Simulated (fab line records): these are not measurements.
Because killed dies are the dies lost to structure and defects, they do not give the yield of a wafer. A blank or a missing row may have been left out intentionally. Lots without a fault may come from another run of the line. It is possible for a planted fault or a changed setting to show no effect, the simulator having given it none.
Which tool is to blame? ; flow sky130 ; 15 lots with 45 wafers sampled at 4 steps, on a route of 708 steps

== WHAT EACH GAUGE READ, for each wafer ==
SKY_LDD_HVN_OVL_MEAS_07.
lot;measured;on;LDD_HVN_OVL (nm)
L508;day 20 08:38;overlay-01;-0.4 0.6 1.1
L509;day 20 22:30;overlay-01;-0.4 -2.1 0.1
L511;day 21 08:09;overlay-01;0.7 0.8 1.4
L514;day 23 23:13;overlay-02;-1.7 -2.4 -1.9
L513;day 24 00:15;overlay-02;-0.2 0.2 0.1
L515;day 24 01:35;overlay-01;-0.4 -0.7 0.0
L516;day 24 02:34;overlay-02;1.6 0.8 2.3
L518;day 24 11:09;overlay-02;-0.4 -0.1 0.3
L519;day 24 15:32;overlay-02;0.6 -1.4 0.0
L523;day 25 22:48;overlay-02;- - -
L525;day 28 01:53;overlay-02;- - -
L524;day 28 04:30;overlay-02;- - -
L529;day 28 06:27;overlay-01;-0.2 -0.3 0.0
L526;day 28 07:03;overlay-02;1.1 1.0 0.0
L530;day 28 09:02;overlay-01;1.7 -0.6 1.5

SKY_LDD_HVP_TW_MEAS_10.
lot;measured;on;LDD_HVP_TW
L508;day 21 15:22;film-metro-02;454 453 454
L509;day 22 04:43;film-metro-02;449 452 449
L511;day 22 14:08;film-metro-04;461 461 461
L514;day 25 05:07;film-metro-01;453 451 448
L513;day 25 05:47;film-metro-04;459 459 459
L515;day 25 06:40;film-metro-04;460 459 460
L516;day 25 08:29;film-metro-04;459 459 460
L518;day 25 17:25;film-metro-04;462 460 461
L519;day 25 20:50;film-metro-04;459 459 459
L523;day 27 03:15;film-metro-02;1443 1443 1440
L525;day 29 06:27;film-metro-01;1428 1438 1433
L524;day 29 09:05;film-metro-04;1475 1474 1474
L529;day 29 10:51;film-metro-01;453 455 452
L526;day 29 11:19;film-metro-01;451 452 452
L530;day 29 13:47;film-metro-02;453 452 455

SKY_LDD_LDN_TW_MEAS_13.
lot;measured;on;LDD_LDN_TW
L508;day 22 22:23;film-metro-02;1466 1453 1463
L509;day 23 11:44;film-metro-04;1507 1502 1505
L511;day 23 20:11;film-metro-02;1466 1464 1468
L514;day 26 11:01;film-metro-04;1501 1504 1499
L513;day 26 11:44;film-metro-03;1473 1477 1477
L515;day 26 12:14;film-metro-04;1497 1501 1502
L516;day 26 14:05;film-metro-04;1508 1505 1499
L518;day 26 22:53;film-metro-03;1479 1473 1479
L519;day 27 01:50;film-metro-04;1492 1488 1492
L523;day 28 08:21;film-metro-03;1832 1821 1834
L525;day 30 11:24;film-metro-02;1801 1800 1803
L524;day 30 14:02;film-metro-03;1822 1811 1832
L529;day 30 16:27;film-metro-04;1503 1491 1500
L526;day 30 16:53;film-metro-03;1471 1475 1484
L530;day 30 19:17;film-metro-04;1492 1486 1504

== WHAT TOOL EACH LOT RAN ON (gives the tool, then ch and the chambers of the sampled wafers, and finally the start) ==
lot;SKY_LDD_HVN_COAT_02
L508;litho-track-02 ch 0, day 19 17:18
L509;litho-track-01 ch 0, day 20 08:21
L511;litho-track-01 ch 0, day 20 15:48
L514;litho-track-01 ch 0, day 23 08:04
L513;litho-track-01 ch 0, day 23 08:36
L515;litho-track-02 ch 0, day 23 09:38
L516;litho-track-03 ch 0, day 23 10:33
L518;litho-track-02 ch 0, day 23 20:08
L519;litho-track-01 ch 0, day 24 00:54
L523;litho-track-01, day 25 08:22
L525;litho-track-02, day 27 12:03
L524;litho-track-01, day 27 14:51
L529;litho-track-03 ch 0, day 27 16:20
L526;litho-track-03 ch 0, day 27 17:15
L530;litho-track-01 ch 0, day 27 19:06
- SKY_LDD_HVN_COAT_02: resist thk 300 nm.

== AS READ BY THE TOOLS THEMSELVES (means over the sampled wafers that have a number; for cases with no such wafer, the mark the record gives instead) ==
SKY_LDD_HVN_COAT_02.
lot;tool;chill-plate-temp-C (C);dispense-pressure-kPa (kPa)
L508;litho-track-02;22.98;44.5
L509;litho-track-01;23.04;49.1
L511;litho-track-01;23.10;49.1
L514;litho-track-01;23.01;49.1
L513;litho-track-01;22.91;49.1
L515;litho-track-02;23.02;44.4
L516;litho-track-03;23.00;42.9
L518;litho-track-02;22.98;44.4
L519;litho-track-01;22.86;49.1
L523;litho-track-01;-;-
L525;litho-track-02;-;-
L524;litho-track-01;-;-
L529;litho-track-03;23.03;42.9
L526;litho-track-03;22.92;43.0
L530;litho-track-01;23.00;49.0

== THE ANSWER, worked out from the rows above alone ==
Rule: the usual values come from the lots themselves. Put in order of their means at a reading, lots are off if they are a third of the lots or fewer, leave a main group of 4 or more, and stand apart from it by a gap of 3 or more times the standard deviation of the main group's means; of several such gaps the widest counts. If all means in a main group match to the digits the tables above print for the reading, that group is not used. A lot without any number at a reading at which 4 lots or more have one is off too. All remaining lots with rows at the step are treated as sound. First the gauges in route order, then the tools' own readings, where a lot's mean is used as printed above. The first step at which some lot is off is used, and at that step the reading that is off furthest; a lot without a number counts as furthest.
Off: at SKY_LDD_HVN_OVL_MEAS_07 (LDD_HVN_OVL), L523, L525, L524. Without a number there: L523, L525, L524. Main group: mean 0.1 nm, sd 0.9.
If a tool, at a process step before that reading, ran all the lots that are off and no sound lot after the first of them, it fits. The gauges at SKY_LDD_HVN_OVL_MEAS_07 aren't tried: what is off there is off at SKY_LDD_HVP_TW_MEAS_10 too, on other tools, and a gauge's error can't cause that. Not one of the candidates tried fits.

== WHAT THE SIMULATOR HAD INSERTED ==
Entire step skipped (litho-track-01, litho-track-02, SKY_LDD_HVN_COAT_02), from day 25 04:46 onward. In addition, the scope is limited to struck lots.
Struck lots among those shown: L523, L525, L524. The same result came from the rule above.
